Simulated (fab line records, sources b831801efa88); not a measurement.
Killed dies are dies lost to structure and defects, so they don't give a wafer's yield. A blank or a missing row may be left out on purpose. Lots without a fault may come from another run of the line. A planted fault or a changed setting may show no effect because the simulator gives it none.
Which tool did it? | flow gf180mcu | 11 lots, 33 wafers sampled, at 5 steps of a route of 602

WHAT THE GAUGES READ, wafer by wafer
GF_V3_RS_MEAS_24: measures by four-point-probe. Usual: V3_W_RS 0.326 ohm/sq, standard deviation 0.0067.
lot  | measured     | on            | V3_W_RS (ohm/sq)  | flag
L515 | day 23 00:42 | film_metro-03 | 0.318 0.321 0.318 |
L516 | day 23 07:33 | film_metro-03 | 0.319 0.319 0.327 |
L518 | day 24 04:17 | film_metro-04 | 0.327 0.321 0.326 |
L519 | day 24 20:56 | film_metro-04 | 0.332 0.325 0.334 |
L521 | day 25 13:20 | film_metro-04 | 0.333 0.323 0.332 |
L522 | day 25 16:12 | film_metro-03 | 0.321 0.336 0.337 |
L523 | day 26 08:42 | film_metro-03 | 0.331 0.333 0.318 |
L525 | day 26 16:59 | film_metro-04 | 0.317 0.339 0.336 |
L532 | day 28 19:25 | film_metro-04 | 0.335 0.324 0.334 |
L534 | day 29 07:49 | film_metro-03 | 0.314 0.319 0.317 |
L536 | day 29 14:14 | film_metro-03 | 0.322 0.331 0.323 |

GF_V4_THK_MEAS_03. Usual: V4_CVD_02_THK 853 nm, standard deviation 10.
lot  | measured     | on            | V4_CVD_02_THK (nm) | flag
L515 | day 24 00:20 | film_metro-04 | 847 851 863        |
L516 | day 24 07:52 | film_metro-01 | 867 853 859        |
L518 | day 25 03:31 | film_metro-03 | 858 873 852        |
L519 | day 25 19:16 | film_metro-01 | 858 878 863        |
L521 | day 26 11:33 | film_metro-03 | 853 877 853        |
L522 | day 26 15:07 | film_metro-03 | 850 858 846        |
L523 | day 27 06:49 | film_metro-04 | 834 478 866        | OFF
L525 | day 27 14:40 | film_metro-01 | 850 854 868        |
L532 | day 29 16:41 | film_metro-01 | 855 859 859        |
L534 | day 30 04:44 | film_metro-01 | 853 852 858        |
L536 | day 30 10:35 | film_metro-03 | 845 848 857        |

WHICH TOOL RAN EACH LOT (tool, then ch and the chambers of the sampled wafers, then the start)
lot  | GF_V3_STRIP_18                       | GF_M4_SPUTTER_02             | GF_V4_CVD_02
L515 | plasma_asher-01 ch 0,1, day 22 23:52 | pvd_sputter-03, day 23 01:19 | pecvd-04 ch 1,2, day 24 00:16
L516 | plasma_asher-01 ch 0,1, day 23 06:44 | pvd_sputter-03, day 23 08:06 | pecvd-02 ch 0,1,2, day 24 07:49
L518 | plasma_asher-01 ch 0,1, day 24 03:30 | pvd_sputter-03, day 24 04:50 | pecvd-01 ch 0,1,2, day 25 03:28
L519 | plasma_asher-01 ch 0,1, day 24 20:10 | pvd_sputter-01, day 24 21:29 | pecvd-02 ch 0,1,2, day 25 19:12
L521 | plasma_asher-02 ch 0,1, day 25 12:35 | pvd_sputter-01, day 25 13:54 | pecvd-04 ch 1,2, day 26 11:28
L522 | plasma_asher-03 ch 0,1, day 25 15:27 | pvd_sputter-03, day 25 16:46 | pecvd-04 ch 0,1, day 26 14:58
L523 | plasma_asher-03 ch 0,1, day 26 07:37 | pvd_sputter-02, day 26 09:19 | pecvd-04 ch 1,2, day 27 06:45
L525 | plasma_asher-01 ch 0,1, day 26 16:13 | pvd_sputter-03, day 26 17:35 | pecvd-01 ch 0,2, day 27 14:36
L532 | plasma_asher-01 ch 1, day 28 18:40   | pvd_sputter-03, day 28 20:01 | pecvd-02 ch 0,1,2, day 29 16:37
L534 | plasma_asher-03 ch 1, day 29 07:04   | pvd_sputter-03, day 29 08:26 | pecvd-02 ch 0,2, day 30 04:40
L536 | plasma_asher-03 ch 0,1, day 29 13:25 | pvd_sputter-02, day 29 14:52 | pecvd-01 ch 1,2, day 30 10:29
- GF_V3_STRIP_18: strips in O2/N2.
- GF_M4_SPUTTER_02: material AlCu, target thk 450 nm, time 23.9 s.
- GF_V4_CVD_02: deposits SiO2 from TEOS, target thk 850 nm, time 94.851 s.

WHAT THE TOOLS THEMSELVES READ (means of the sampled wafers that have a number; where no wafer has one, the mark that the record gives instead)
GF_V3_STRIP_18. Usual: drypump_motor_current_A 6.04 A, standard deviation 0.27; heater_power_w 334 W, standard deviation 22; oes_product_au 0.592 a.u., standard deviation 0.0043.
lot  | tool            | drypump_motor_current_A (A) | heater_power_w (W) | oes_product_au (a.u.) | flag
L515 | plasma_asher-01 | 6.02                        | 325                | 0.594                 |
L516 | plasma_asher-01 | 6.17                        | 323                | 0.594                 |
L518 | plasma_asher-01 | 6.18                        | 322                | 0.590                 |
L519 | plasma_asher-01 | 5.97                        | 335                | 0.595                 |
L521 | plasma_asher-02 | 6.08                        | 339                | 0.590                 |
L522 | plasma_asher-03 | 5.88                        | 343                | 0.591                 |
L523 | plasma_asher-03 | 6.07                        | 328                | 0.594                 |
L525 | plasma_asher-01 | 6.18                        | 327                | 0.592                 |
L532 | plasma_asher-01 | 6.42                        | 322                | 0.597                 |
L534 | plasma_asher-03 | 5.69                        | 374                | 0.591                 |
L536 | plasma_asher-03 | 5.91                        | 356                | 0.592                 |

GF_M4_SPUTTER_02. Usual: throttle_valve_pct 30.4 %, standard deviation 1.1.
lot  | tool           | throttle_valve_pct (%) | flag
L515 | pvd_sputter-03 | 30.5                   |
L516 | pvd_sputter-03 | 29.9                   |
L518 | pvd_sputter-03 | 30.2                   |
L519 | pvd_sputter-01 | 31.4                   |
L521 | pvd_sputter-01 | 30.7                   |
L522 | pvd_sputter-03 | 30.2                   |
L523 | pvd_sputter-02 | 30.0                   |
L525 | pvd_sputter-03 | 31.3                   |
L532 | pvd_sputter-03 | 30.7                   |
L534 | pvd_sputter-03 | 30.9                   |
L536 | pvd_sputter-02 | 30.2                   |

GF_V4_CVD_02. Usual: heater_power_w 672 W, standard deviation 77.
lot  | tool     | heater_power_w (W) | flag
L515 | pecvd-04 | 677                |
L516 | pecvd-02 | 742                |
L518 | pecvd-01 | 683                |
L519 | pecvd-02 | 743                |
L521 | pecvd-04 | 579                |
L522 | pecvd-04 | 630                |
L523 | pecvd-04 | 622                |
L525 | pecvd-01 | 640                |
L532 | pecvd-02 | 708                |
L534 | pecvd-02 | 726                |
L536 | pecvd-01 | 734                |

THE ANSWER, worked out from the rows above alone
Rule: a lot is off if the mean of its wafers that have a number lies more than 3 standard deviations from the usual mean. A lot without any number at a reading at which 4 lots or more have one is off too. The other lots that the step has rows for count as sound. The gauges are gone through in route order, then the tools' own readings, and for those a lot's mean is taken as printed above. The first step at which some lot is off is used, and at that step the reading that is off furthest; a lot without a number counts as furthest.
Off: L523, at GF_V4_THK_MEAS_03 (V4_CVD_02_THK).
A tool fits if, at a process step before that reading, it ran every lot that is off, and no sound lot after the first of them. The gauges at GF_V4_THK_MEAS_03 are tried like those tools. Can't be told from this: 2 tools fit, pecvd-04 at GF_V4_CVD_02, film_metro-04 at GF_V4_THK_MEAS_03.

WHAT THE SIMULATOR HAD PUT IN
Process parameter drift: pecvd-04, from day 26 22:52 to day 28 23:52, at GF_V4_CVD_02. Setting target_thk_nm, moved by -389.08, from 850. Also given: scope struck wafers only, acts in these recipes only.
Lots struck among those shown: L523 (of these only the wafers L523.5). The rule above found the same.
